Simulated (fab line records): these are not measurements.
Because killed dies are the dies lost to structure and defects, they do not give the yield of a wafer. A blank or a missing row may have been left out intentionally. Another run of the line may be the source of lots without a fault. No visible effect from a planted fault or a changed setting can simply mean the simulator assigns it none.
2 desks looking at one fault + flow gf180mcu + each desk holds nothing but its own numbers, with what lay behind them at the end

== METROLOGY DESK ==
Means of the sampled wafers that have a number, per lot and without regard to the tool the lot ran on: this is what the gauges read. A lot is out of limits, marked OUT, if its mean lies more than 4 standard deviations from the usual mean; the brackets give that distance. It has 9 readings; the 7 that lie furthest out on some lot are the ones shown.
Columns: A = V2_W_RS at GF_V2_RS_MEAS_24, usual 0.330 ohm/sq; B = M3_ALCU_RS at GF_M3_RS_MEAS_05, usual 0.0694 ohm/sq; C = M3_ALCU_THK at GF_M3_THK_MEAS_06, usual 452 nm; D = cd_nm at GF_M3_CD_MEAS_14, usual 279.3 nm; E = M3_OVL at GF_M3_OVL_MEAS_15, usual -6 nm; F = V3_CVD_00_THK at GF_V3_THK_MEAS_01, usual 592 nm; G = V3_CVD_02_THK at GF_V3_THK_MEAS_03, usual 850 nm
| lot  | first seen here | A     | B      | C   | D     | E   | F   | G   |
|------|-----------------|-------|--------|-----|-------|-----|-----|-----|
| L876 | day 21 23:46    | 0.330 | 0.0700 | 443 | 281.0 | -13 | 580 | 834 |
| L881 | day 23 03:34    | 0.335 | 0.0704 | 443 | 279.0 | -9  | 589 | 856 |
| L887 | day 25 10:02    | 0.334 | 0.0697 | 443 | 281.1 | -6  | 600 | 850 |
| L891 | day 26 15:22    | 0.328 | 0.0696 | 452 | 279.2 | -9  | 589 | 840 |
| L895 | day 27 15:41    | 0.331 | 0.0696 | 453 | 279.1 | -4  | 599 | 842 |
| L896 | day 28 00:25    | 0.329 | 0.0677 | 468 | 281.6 | -6  | 589 | 852 |
Result from this desk: across the 6 lots, nothing is out of limits.

== THE TOOL OWNER'S DESK: pvd_sputter-04 ==
At GF_M3_SPUTTER_04 (material TiN, target thk 50 nm, time 41.7 s) the tool's own readings: per lot run on this tool, the mean of the sampled wafers that have a number. A lot is out of limits, marked OUT, if its mean lies more than 4 standard deviations from the usual mean; the brackets give that distance.
Columns: A = throttle_valve_pct at GF_M3_SPUTTER_04, usual 29.8 %
| lot  | first seen here | A    |
|------|-----------------|------|
| L881 | day 23 04:14    | 29.1 |
| L887 | day 25 10:40    | 29.0 |
| L891 | day 26 16:02    | 29.1 |
Result from this desk: across the 3 lots, nothing is out of limits.

== BROUGHT TOGETHER ==
Nothing out of limits was seen by the metrology desk.
Nothing out of limits was seen by the tool owner's desk.

== WHAT THE SIMULATOR PUT IN ==
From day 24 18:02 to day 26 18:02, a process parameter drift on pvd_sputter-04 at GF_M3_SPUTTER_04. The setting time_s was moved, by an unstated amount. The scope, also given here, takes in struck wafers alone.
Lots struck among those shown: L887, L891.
